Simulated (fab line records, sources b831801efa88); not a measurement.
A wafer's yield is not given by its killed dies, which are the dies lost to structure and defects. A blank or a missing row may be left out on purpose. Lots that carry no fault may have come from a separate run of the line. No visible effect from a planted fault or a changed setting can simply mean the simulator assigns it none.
Which of the tools did it? | flow gf180mcu | 15 lots with 45 wafers sampled at 5 steps, on a route of 602 steps

== WHAT THE GAUGES READ, wafer by wafer ==
GF_MVSD_TW_MEAS_11.
lot  | measured     | on            | MVSD_TW
L669 | day 4 11:31  | film_metro-03 | 1588 1596 1586
L670 | day 4 16:59  | film_metro-04 | 1588 1588 1591
L671 | day 4 22:07  | film_metro-01 | 1604 1595 1593
L672 | day 5 01:42  | film_metro-04 | 1576 1586 1576
L674 | day 5 15:14  | film_metro-03 | 1580 1585 1575
L675 | day 5 20:11  | film_metro-03 | 1591 1595 1585
L676 | day 6 02:36  | film_metro-03 | 1593 1586 1592
L677 | day 6 06:46  | film_metro-01 | 1603 1592 1596
L680 | day 7 13:00  | film_metro-03 | 1587 1590 1603
L681 | day 7 13:23  | film_metro-01 | 1529 1527 1528
L682 | day 7 16:45  | film_metro-03 | 1527 1532 1532
L683 | day 7 22:41  | film_metro-03 | 1529 1529 1525
L687 | day 8 17:49  | film_metro-04 | 1583 1583 1591
L691 | day 9 19:41  | film_metro-01 | 1602 1587 1585
L692 | day 10 07:21 | film_metro-04 | 1584 1587 1589

GF_VT_IMPLANT_RS_MEAS_46: measures by four-point-probe.
lot  | measured     | on            | MVSD_RS (ohm/sq)
L669 | day 7 11:21  | film_metro-01 | 458.6 457.1 457.9
L670 | day 7 18:33  | film_metro-03 | 458.0 457.6 456.9
L671 | day 8 00:38  | film_metro-04 | 458.2 456.9 458.1
L672 | day 8 06:14  | film_metro-03 | 457.9 459.2 457.5
L674 | day 8 19:46  | film_metro-03 | 458.9 458.8 459.9
L675 | day 9 02:44  | film_metro-04 | 456.9 456.6 456.7
L676 | day 9 10:16  | film_metro-03 | 458.2 459.3 459.6
L677 | day 9 14:03  | film_metro-01 | 456.5 457.6 458.2
L680 | day 11 02:05 | film_metro-03 | 457.3 458.5 458.2
L681 | day 11 03:39 | film_metro-04 | - - -
L682 | day 11 07:45 | film_metro-04 | - - -
L683 | day 11 12:59 | film_metro-03 | - - -
L687 | day 12 12:26 | film_metro-04 | 457.1 454.8 455.4
L691 | day 13 18:53 | film_metro-04 | 457.6 458.9 457.3
L692 | day 14 08:48 | film_metro-01 | 458.4 457.6 456.7

GF_M2_THK_MEAS_06: measures by xrf.
lot  | measured     | on            | M2_ALCU_THK (nm)
L669 | day 18 04:50 | film_metro-02 | 447 456 454
L670 | day 18 08:11 | film_metro-04 | 453 459 456
L671 | day 18 18:54 | film_metro-02 | 446 460 453
L672 | day 19 05:26 | film_metro-04 | 460 453 451
L674 | day 19 21:13 | film_metro-02 | 443 447 459
L675 | day 20 08:19 | film_metro-02 | 449 441 447
L676 | day 20 23:02 | film_metro-01 | 452 459 456
L677 | day 21 00:04 | film_metro-02 | 451 450 451
L680 | day 22 18:05 | film_metro-02 | 456 449 446
L687 | day 24 14:31 | film_metro-01 | 458 452 462
L691 | day 25 23:58 | film_metro-01 | 447 447 448
L692 | day 26 09:59 | film_metro-01 | 455 453 452

GF_V2_OVL_MEAS_15.
lot  | measured     | on         | V2_OVL (nm)
L669 | day 20 05:57 | overlay-02 | -11 -10 -14
L670 | day 20 09:42 | overlay-01 | -13 -5 -5
L671 | day 20 20:57 | overlay-01 | -16 -21 -10
L672 | day 21 07:21 | overlay-02 | -4 -5 -3
L674 | day 21 22:35 | overlay-02 | -5 1 -5
L675 | day 22 09:23 | overlay-02 | -8 -8 -12
L676 | day 22 23:24 | overlay-01 | 5 -2 7
L677 | day 23 00:10 | overlay-02 | -2 -1 7
L680 | day 24 15:14 | overlay-01 | 7 6 -3
L687 | day 26 10:07 | overlay-02 | -10 -10 -11
L691 | day 27 18:15 | overlay-01 | 2 -6 -3
L692 | day 28 04:32 | overlay-01 | -3 -6 -2

== TOOL THAT RAN EACH LOT (tool first, then ch and the chambers of the sampled wafers, then the start) ==
lot  | GF_MVSD_IMPLANT_09
L669 | implanter-01 ch 0, day 4 11:13
L670 | implanter-01 ch 0, day 4 16:44
L671 | implanter-03 ch 0, day 4 21:52
L672 | implanter-03 ch 0, day 5 01:27
L674 | implanter-01 ch 0, day 5 14:59
L675 | implanter-01 ch 0, day 5 19:56
L676 | implanter-02 ch 0, day 6 02:22
L677 | implanter-02 ch 0, day 6 06:32
L680 | implanter-01 ch 0, day 7 12:46
L681 | implanter-02, day 7 13:08
L682 | implanter-01, day 7 16:31
L683 | implanter-01, day 7 22:26
L687 | implanter-01 ch 0, day 8 17:35
L691 | implanter-03 ch 0, day 9 19:26
L692 | implanter-03 ch 0, day 10 07:08
- GF_MVSD_IMPLANT_09

== WHAT THE TOOLS THEMSELVES READ (means of the sampled wafers that have a number; where no wafer has one, the mark that the record gives instead) ==
GF_MVSD_IMPLANT_09.
lot  | tool         | beam_energy_keV | beam_on_s (s)
L669 | implanter-01 | 100.05          | 9.89
L670 | implanter-01 | 99.99           | 9.94
L671 | implanter-03 | 100.02          | 10.05
L672 | implanter-03 | 100.03          | 10.09
L674 | implanter-01 | 99.96           | 10.06
L675 | implanter-01 | 100.01          | 9.87
L676 | implanter-02 | 100.04          | 10.07
L677 | implanter-02 | 100.01          | 10.13
L680 | implanter-01 | 100.00          | 10.06
L681 | implanter-02 | -               | -
L682 | implanter-01 | -               | -
L683 | implanter-01 | -               | -
L687 | implanter-01 | 100.02          | 10.06
L691 | implanter-03 | 99.97           | 10.18
L692 | implanter-03 | 100.01          | 10.15

== THE ANSWER, worked out from the rows above alone ==
Rule: the usual values come from the lots themselves. The widest of any qualifying gaps counts: lots, ordered by their means at a reading, are off when they make up no more than a third of the lots, leave a main group of 4 or more, and stand apart from it by 3 or more times the standard deviation of that group's means. A main group is skipped when, at the precision printed for the reading in the tables above, its means are all equal. Also off: a lot with no number at a reading for which 4 or more lots have one. All remaining lots with rows at the step are treated as sound. Order of review: gauges by route order, followed by the tools' own readings, for which a lot's mean as printed above is used. The first step at which some lot is off is used, and at that step the reading that is off furthest; a lot without a number counts as furthest.
Off: L681, L682, L683, at GF_MVSD_TW_MEAS_11 (MVSD_TW). The main group: mean 1589, standard deviation 5.4.
A tool fits if, at a process step before that reading, it ran every lot that is off, and no sound lot after the first of them. The gauges at GF_MVSD_TW_MEAS_11 aren't tried: what is off there is off at GF_MVSD_IMPLANT_09 too, on other tools, and a gauge's error can't cause that. Of those tried, none fits.

== WHAT HAD BEEN PUT IN BY THE SIMULATOR ==
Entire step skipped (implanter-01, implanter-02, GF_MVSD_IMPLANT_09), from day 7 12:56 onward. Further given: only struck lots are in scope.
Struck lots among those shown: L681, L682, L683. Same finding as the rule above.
